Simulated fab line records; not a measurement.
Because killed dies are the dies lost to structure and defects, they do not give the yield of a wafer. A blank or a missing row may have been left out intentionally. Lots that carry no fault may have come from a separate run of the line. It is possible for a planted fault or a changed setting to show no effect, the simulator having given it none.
2 desks looking at one fault / flow gf180mcu / what lay behind the numbers comes last; until then each desk has only its own

FROM THE METROLOGY DESK
What the gauges read for every lot (on any tool): the sampled wafers with a number, averaged. A lot is out of limits, marked OUT, if its mean lies more than 4 standard deviations from the usual mean; the brackets give that distance.
Columns: A = MVPSD_OVL at GF_MVPSD_OVL_MEAS_07, usual 0.0 nm; B = HV_LDD_OVL at GF_HV_LDD_OVL_MEAS_08, usual -0.8 nm; C = SAB_OVL at GF_SAB_OVL_MEAS_10, usual -0.9 nm
lot=L531; first seen here=day 5 06:32; A=1.9; B=-3.6; C=0.5
lot=L532; first seen here=day 5 13:50; A=-2.3; B=-1.0; C=-0.3
lot=L533; first seen here=day 5 19:26; A=-0.7; B=-1.2; C=-1.5
lot=L535; first seen here=day 6 08:18; A=2.0; B=0.4; C=-0.5
lot=L536; first seen here=day 6 11:50; A=0.6; B=-3.2; C=0.8
lot=L537; first seen here=day 6 19:05; A=-0.7; B=-0.5; C=-0.6
lot=L538; first seen here=day 6 23:53; A=0.8; B=-0.6; C=0.5
lot=L539; first seen here=day 7 05:47; A=0.9; B=0.5; C=-0.4
lot=L546; first seen here=day 9 01:41; A=1.4; B=0.8; C=-1.2
lot=L547; first seen here=day 9 06:05; A=1.7; B=-0.1; C=-1.1
lot=L548; first seen here=day 9 10:38; A=1.0; B=-2.0; C=0.7
lot=L551; first seen here=day 10 07:14; A=-0.1; B=-1.6; C=-1.6
lot=L553; first seen here=day 10 16:41; A=-0.9; B=0.3; C=-1.5
This desk's verdict: no lot among the 13 shows anything out of limits.

THE TOOL OWNER'S DESK: rieDiel-02
The tool's own readings at GF_STI_ETCH_13 (etches the open film in CHF3/O2, stops on Si, target depth 282.31 nm, time 112.9 s): means of the sampled wafers that have a number, for each lot that ran on this tool. A lot is out of limits, marked OUT, if its mean lies more than 4 standard deviations from the usual mean; the brackets give that distance.
Columns: A = drypumpMotorCurrentA at GF_STI_ETCH_13, usual 5.8 A; B = oesProductAu at GF_STI_ETCH_13, usual 0.835 a.u.; C = throttleValvePct at GF_STI_ETCH_13, usual 8.811 %
lot=L533; first seen here=day 2 16:34; A=5.8; B=0.835; C=8.814
lot=L535; first seen here=day 3 03:45; A=5.9; B=0.841; C=8.819
lot=L536; first seen here=day 3 08:40; A=5.6; B=0.831; C=8.811
lot=L537; first seen here=day 3 12:51; A=5.9; B=0.836; C=8.807
lot=L539; first seen here=day 4 00:13; A=5.6; B=0.842; C=8.815
lot=L547; first seen here=day 5 17:48; A=5.6; B=0.840; C=8.808
lot=L548; first seen here=day 5 22:30; A=5.8; B=0.836; C=8.818
This desk's verdict: no lot among the 7 shows anything out of limits.

PUT TOGETHER
Nothing out of limits was seen by the metrology desk.
The tool owner's desk saw nothing out of limits.

WHAT THE SIMULATOR HAD PUT IN
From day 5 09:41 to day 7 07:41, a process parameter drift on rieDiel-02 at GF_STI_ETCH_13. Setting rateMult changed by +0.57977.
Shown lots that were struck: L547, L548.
